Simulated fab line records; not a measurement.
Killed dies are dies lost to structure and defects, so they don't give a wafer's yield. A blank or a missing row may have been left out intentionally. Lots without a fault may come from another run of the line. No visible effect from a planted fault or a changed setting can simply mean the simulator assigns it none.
fab line records ; flow sky130
[record] lots = 6; wafers = 18; lastDay = 50
route steps=708 shown METAL1@441
lots that met no fault: taken from a fault-free run of the same line
startH: hours from the record's opening day to when the first of the lot's shown wafers began ; waitH: hours since the lot's step before ; " as in the row above ; L1.1+2: a single row standing in for several wafers ; - no value, or no start was given ; * or withheld: withheld ; < > ~ a bound
route shown NAME@n: NAME is a module with steps in the file, n the number in the route of the first one ; usual: mean and standard deviation over wafers with no fault ; same: alike in all rows ; chamber/n: place in a boat ; sites: the reading at each site ; _std_site: standard deviation across them ; _edge_site: inner sites' mean taken away from outer sites' mean ; radiusMm: how far each site lies from the wafer's centre ; mask NAME#n: copy n ; behind: tool/chamber where the wafer was last shaped ; hold: the reason the lot was held/the length of the hold in hours/how it ended ; device: which transistor (n, p or np) failed to switch ; end of line: the route-end tests of the same wafers ; a step without rows: its recipe alone ; killed: not the wafer's yield, but the dies lost to structure and defects at the first sort ; map: the dies of a wafer, with x for killed, . for not killed, _ for no die there
set.NAME: the setting that was run; set.NAME@STEP: the one run at that earlier step ; model.NAME: the simulator's own value behind a step, which no gauge read
lots at some steps of the route; a table a step, a row a wafer
services: from which hour (startH, from the record's first day; less than 0 if before it) a tool's chamber was out of use, for how many hours, and why
[[steps]]
[step SKY_METAL1_DEHYDRATE_07]
[recipe] tempC = 200; timeS = 60
[step SKY_METAL1_HMDS_08]
[recipe] primeTimeS = 60; primeTempC = 120
[step SKY_METAL1_COAT_09]
[recipe] resist = BARC; tempC = withheld; timeS = withheld; spinRpm = 3000; resistThkNm = 60
[step SKY_METAL1_COAT_10]
[recipe] resist = KrF-thick; spinRpm = 3000; resistThkNm = 450
[step SKY_METAL1_SOFTBAKE_11]
[recipe] tempC = 100; timeS = 90; resist = KrF-thick
[step SKY_METAL1_EXPOSE_12]
[recipe] maskId = MM1; na = 0.8; sourceShape = annular; sigmaInner = 0.55; sigmaOuter = 0.85; targetCdNm = 140; doseMj = 28
[step SKY_METAL1_PEB_13]
[recipe] pebTempC = withheld; pebTimeS = withheld; resist = KrF-thick
[step SKY_METAL1_DEVELOP_14]
[recipe] developTimeS = 60; resist = KrF-thick; devTempC = 21
[step SKY_METAL1_CD_MEAS_15]
[recipe] targetCdNm = 140
[usual] cdNm = 139.8/1.4
lot.wafer;tool;chamber;startH;waitH;cdNm
L415.2;cdSem-02;-;770.61;-;140.9
L415.3;cdSem-02;-;770.61;-;142.0
L415.5;cdSem-02;-;770.61;-;140.2
L418.2;cdSem-02;-;787.24;-;138.6
L418.3;cdSem-02;-;787.24;-;139.0
L418.4;cdSem-02;-;787.24;-;139.2
L432.4;cdSem-02;-;892.03;-;138.8
L432.5;cdSem-02;-;892.03;-;140.0
L432.6;cdSem-02;-;892.03;-;138.6
L433.3;cdSem-02;-;893.01;-;137.9
L433.4;cdSem-02;-;893.01;-;140.5
L433.5;cdSem-02;-;893.01;-;139.0
L437.1;cdSem-02;-;925.97;-;140.3
L437.2;cdSem-02;-;925.97;-;140.4
L437.5;cdSem-02;-;925.97;-;139.6
L438.2;cdSem-02;-;931.64;-;141.6
L438.4;cdSem-02;-;931.64;-;140.7
L438.6;cdSem-02;-;931.64;-;141.0
[step SKY_METAL1_OVL_MEAS_16]
[usual] METAL1_OVL = -1/5
lot.wafer;tool;chamber;startH;waitH;METAL1_OVL[nm]
L415.2;overlay-01;-;770.71;0.1;-3
L415.3;overlay-01;-;770.71;0.1;-2
L415.5;overlay-01;-;770.71;0.1;-6
L418.2;overlay-02;-;787.35;0.1;-10
L418.3;overlay-02;-;787.35;0.1;-4
L418.4;overlay-02;-;787.35;0.1;-3
L432.4;overlay-01;-;892.11;0.1;4
L432.5;overlay-01;-;892.11;0.1;-1
L432.6;overlay-01;-;892.11;0.1;-4
L433.3;overlay-02;-;893.11;0.1;4
L433.4;overlay-02;-;893.11;0.1;-1
L433.5;overlay-02;-;893.11;0.1;1
L437.1;overlay-02;-;926.09;0.1;-5
L437.2;overlay-02;-;926.09;0.1;-8
L437.5;overlay-02;-;926.09;0.1;-2
L438.2;overlay-02;-;931.75;0.1;0
L438.4;overlay-02;-;931.75;0.1;5
L438.6;overlay-02;-;931.75;0.1;2
[step SKY_METAL1_DESCUM_17]
[recipe] chemistry = O2; sourcePowerW = 150; biasPowerW = 0; pressureMtorr = 10; tempC = 40; timeS = 8
[usual] drypumpMotorCurrentA = 5.6/0.58; oesProductAu = 1.003/0.013; rfFwdPowerW = 147.2/0.68
lot.wafer;tool;chamber;startH;waitH;drypumpMotorCurrentA;oesProductAu;rfFwdPowerW;rfHoursCounterH
L415.2;rieMetal-02;0;770.74;0.0;5.9;0.998;146.1;0
L415.3;rieMetal-02;0;770.74;0.0;5.9;0.998;146.3;-
L415.5;rieMetal-02;0;770.74;0.0;5.9;1.004;146.9;-
L418.2;rieMetal-04;0;787.38;0.0;6.4;1.020;147.5;4
L418.3;rieMetal-04;0;787.38;0.0;6.4;1.010;147.5;-
L418.4;rieMetal-04;1;787.38;0.0;5.2;0.995;147.2;-
L432.4;rieMetal-04;1;892.14;0.0;5.3;1.000;146.6;-
L432.5;rieMetal-04;0;892.14;0.0;6.5;1.017;147.7;-
L432.6;rieMetal-04;1;892.14;0.0;5.3;0.997;146.4;-
L433.3;rieMetal-04;0;893.14;0.0;6.4;1.007;147.3;-
L433.4;rieMetal-04;1;893.14;0.0;5.3;0.992;147.5;-
L433.5;rieMetal-04;0;893.14;0.0;6.4;1.017;147.2;-
L437.1;rieMetal-02;0;926.13;0.0;5.8;0.977;145.6;6
L437.2;rieMetal-02;1;926.13;0.0;4.7;1.005;147.9;7
L437.5;rieMetal-02;0;926.13;0.0;5.9;0.982;145.7;-
L438.2;rieMetal-02;0;931.78;0.0;5.9;0.987;147.3;6
L438.4;rieMetal-02;1;931.78;0.0;4.7;0.994;147.3;-
L438.6;rieMetal-02;0;931.78;0.0;5.8;0.985;146.7;-
[step SKY_METAL1_ETCH_18]
[recipe] chemistry = N2/H2; target = BARC; ionEnergyEv = 200; biasW = 100; pressureMtorr = 30; n2FlowSccm = 100; h2FlowSccm = 200; icpW = 500; stopOn = SiO2; timeS = 45.9; targetDepthA = 600
[usual] biasW = 100.0/0.3; drypumpMotorCurrentA = 5.6/0.58; oesProductAu = 0.854/0.0044; rfFwdPowerW = 495.3/1.8; throttleValvePct = 13.225/0.0091
lot.wafer;tool;chamber;startH;waitH;biasW;drypumpMotorCurrentA;oesProductAu;rfFwdPowerW;rfHoursCounterH;throttleValvePct
L415.2;rieMetal-02;0;770.78;0.0;100.3;5.9;0.855;495.4;0;13.219
L415.3;rieMetal-02;0;770.78;0.0;100.4;5.9;0.864;495.4;-;13.233
L415.5;rieMetal-02;0;770.78;0.0;100.6;5.9;0.857;492.2;-;13.231
L418.2;rieMetal-04;0;787.41;0.0;99.8;6.5;0.846;497.2;4;13.226
L418.3;rieMetal-04;0;787.41;0.0;99.7;6.5;0.848;493.5;-;13.216
L418.4;rieMetal-04;1;787.41;0.0;99.6;5.3;0.852;495.0;-;13.232
L432.4;rieMetal-04;1;892.18;0.0;100.6;5.3;0.854;495.4;-;13.205
L432.5;rieMetal-04;0;892.18;0.0;100.1;6.5;0.854;494.4;-;13.222
L432.6;rieMetal-04;1;892.18;0.0;100.1;5.2;0.859;495.8;-;13.228
L433.3;rieMetal-04;0;893.18;0.0;99.8;6.5;0.863;494.2;-;13.210
L433.4;rieMetal-04;1;893.18;0.0;99.5;5.3;0.858;495.7;-;13.226
L433.5;rieMetal-04;0;893.18;0.0;99.9;6.5;0.856;493.5;-;13.222
L437.1;rieMetal-02;0;926.16;0.0;99.6;5.9;0.859;492.5;6;13.211
L437.2;rieMetal-02;1;926.16;0.0;100.0;4.7;0.851;496.1;7;13.215
L437.5;rieMetal-02;0;926.16;0.0;99.6;5.9;0.854;491.5;-;13.216
L438.2;rieMetal-02;0;931.81;0.0;100.3;5.9;0.843;496.0;6;13.223
L438.4;rieMetal-02;1;931.81;0.0;100.3;4.7;0.854;495.2;-;13.224
L438.6;rieMetal-02;0;931.81;0.0;100.1;5.9;0.857;494.8;-;13.223
[step SKY_METAL1_METAL_ETCH_19]
[recipe] targetDepthA = 3600; stopOn = SiO2; overEtchFrac = 0.3; timeS = 78; chemistry = Cl2/BCl3; resistSidewallDeg = 88; pressureMtorr = 10; icpW = 900; biasW = 48.5; Cl2_flow_sccm = 60; bcl3FlowSccm = 30
[usual] biasW = 48.50/0.15; drypumpMotorCurrentA = 5.6/0.58; mfcCl2Sccm = 59.98/0.17; oesProductAu = 0.853/0.0052; overEtchFrac = 0.3/0; rfFwdPowerW = 893.8/2.5; throttleValvePct = 22.265/0.0083
lot.wafer;tool;chamber;startH;waitH;biasW;drypumpMotorCurrentA;mfcCl2Sccm;oesProductAu;overEtchFrac;rfFwdPowerW;rfHoursCounterH;throttleValvePct;model.KrF-thick_of_METAL1_COAT_10.thkNm;model.METAL1.cdNm
L415.2;rieMetal-02;0;770.84;0.0;48.42;5.9;60.07;0.851;0.3;890.9;0;22.263;160.8;139.1
L415.3;rieMetal-02;0;770.84;0.0;48.52;5.8;59.98;0.842;0.3;891.8;-;22.258;158;140.1
L415.5;rieMetal-02;0;770.84;0.0;48.33;5.9;59.83;0.844;0.3;894.0;-;22.273;160.2;139.1
L418.2;rieMetal-04;0;787.47;0.0;48.41;6.4;60.25;0.857;0.3;895.6;4;22.262;149.4;136.4
L418.3;rieMetal-04;0;787.47;0.0;48.39;6.4;60.05;0.858;0.3;895.5;-;22.266;147.4;137
L418.4;rieMetal-04;1;787.47;0.0;48.64;5.3;60.05;0.860;0.3;894.3;-;22.264;159.9;139.6
L432.4;rieMetal-04;1;892.25;0.1;48.48;5.3;60.22;0.857;0.3;892.7;-;22.255;157.6;140.5
L432.5;rieMetal-04;0;892.25;0.1;48.45;6.5;60.22;0.792;0.47918;895.1;-;22.264;115.6;134.7
L432.6;rieMetal-04;1;892.25;0.1;48.52;5.3;59.86;0.855;0.3;900.4;-;22.268;159;138.8
L433.3;rieMetal-04;0;893.25;0.1;48.65;6.5;59.96;0.796;0.47918;895.3;-;22.251;119.8;132.8
L433.4;rieMetal-04;1;893.25;0.1;48.51;5.3;60.29;0.862;0.3;891.5;-;22.272;163.2;141.1
L433.5;rieMetal-04;0;893.25;0.1;48.49;6.5;59.89;0.802;0.47918;894.6;-;22.273;118.2;133.5
L437.1;rieMetal-02;0;926.22;0.0;48.66;5.9;60.16;0.856;0.3;890.8;6;22.280;161.8;138.8
L437.2;rieMetal-02;1;926.22;0.0;48.59;4.7;59.89;0.863;0.3;898.8;7;22.252;157.6;142.3
L437.5;rieMetal-02;0;926.22;0.0;48.89;5.9;60.08;0.850;0.3;887.9;-;22.266;164;139
L438.2;rieMetal-02;0;931.87;0.0;48.34;5.9;59.93;0.861;0.3;893.9;6;22.260;161.6;140.1
L438.4;rieMetal-02;1;931.87;0.0;48.21;4.7;59.68;0.845;0.3;893.7;-;22.270;155.1;140.5
L438.6;rieMetal-02;0;931.87;0.0;48.42;5.9;60.07;0.856;0.3;893.5;-;22.258;162.2;141.4
[step SKY_METAL1_STRIP_20]
[recipe] chemistry = O2/N2; powerW = 1400; pressureMtorr = 1500; platenTempC = withheld; o2FlowSccm = 3000; n2FlowSccm = 300; overashFraction = 0.5
[usual] drypumpMotorCurrentA = 5.77/0.28; oesProductAu = 0.342/0.0048; stripTimeToEndpointS = 2.68/0.061
lot.wafer;tool;chamber;startH;waitH;drypumpMotorCurrentA;oesProductAu;rfHoursCounterH;stripTimeToEndpointS
L415.2;plasmaAsher-03;0;770.93;0.1;5.96;0.350;94;2.71
L415.3;plasmaAsher-03;0;770.93;0.1;5.98;0.347;-;2.69
L415.5;plasmaAsher-03;0;770.93;0.1;5.97;0.341;-;2.72
L418.2;plasmaAsher-04;1;787.56;0.1;5.86;0.339;65;2.58
L418.3;plasmaAsher-04;0;787.56;0.1;5.73;0.336;-;2.57
L418.4;plasmaAsher-04;1;787.56;0.1;5.86;0.340;-;2.72
L432.4;plasmaAsher-02;1;892.35;0.1;5.32;0.344;-;2.70
L432.5;plasmaAsher-02;0;892.35;0.1;5.77;0.320;-;2.21
L432.6;plasmaAsher-02;1;892.35;0.1;5.34;0.342;-;2.70
L433.3;plasmaAsher-03;1;893.35;0.1;6.22;0.326;-;2.24
L433.4;plasmaAsher-03;0;893.35;0.1;5.97;0.351;-;2.75
L433.5;plasmaAsher-03;1;893.35;0.1;6.21;0.325;-;2.25
L437.1;plasmaAsher-04;1;926.31;0.1;5.85;0.336;79;2.73
L437.2;plasmaAsher-04;0;926.31;0.1;5.74;0.339;79;2.68
L437.5;plasmaAsher-04;0;926.31;0.1;5.67;0.342;-;2.77
L438.2;plasmaAsher-02;1;931.96;0.1;5.33;0.343;18;2.74
L438.4;plasmaAsher-02;0;931.96;0.1;5.78;0.343;-;2.65
L438.6;plasmaAsher-02;0;931.96;0.1;5.76;0.346;-;2.73
[step SKY_METAL1_STRIP_21]
[recipe] chemistry = postEtchResidueRemover; timeS = 1200; tempC = 72.5
[[services]]
tool;chamber;startH;hours;kind
rieMetal-02;-;749.18;0.3;repair
rieMetal-04;-;765.95;1.3;repair
rieMetal-02;-;822.71;0.6;repair
rieMetal-04;1;824.30;3.1;repair
rieMetal-04;1;900.10;15.6;repair
rieMetal-02;-;902.56;4.7;repair
[[key]]
[firstSign] step = SKY_METAL1_METAL_ETCH_19; reading = overEtchFrac; direction = up; sigmas = 99+; usual = 0.3; struck = 0.47918
[effect] step = SKY_METAL1_METAL_ETCH_19; reading = oesProductAu; direction = down; sigmas = 11; usual = 0.853; struck = 0.796
[effect] step = SKY_METAL1_STRIP_20; reading = stripTimeToEndpointS; direction = down; sigmas = 7.4; usual = *; struck = *
[modelEffect] step = SKY_METAL1_METAL_ETCH_19; value = KrF-thick_of_METAL1_COAT_10.thkNm; without = 150.8; struck = 117.9
metAt SKY_METAL1_METAL_ETCH_19
struckWafers L432.5,L433.3,L433.5
onsetBetween 787.47 892.25
[fault] kind = processParameterDrift; tool = rieMetal-04; chamber = 0; onsetH = 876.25; steps = SKY_METAL1_METAL_ETCH_19; channel = overEtchFrac; offset = 0.17918; shape = step; endH = 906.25; actsIn = theseRecipesOnly; stated = 0.3
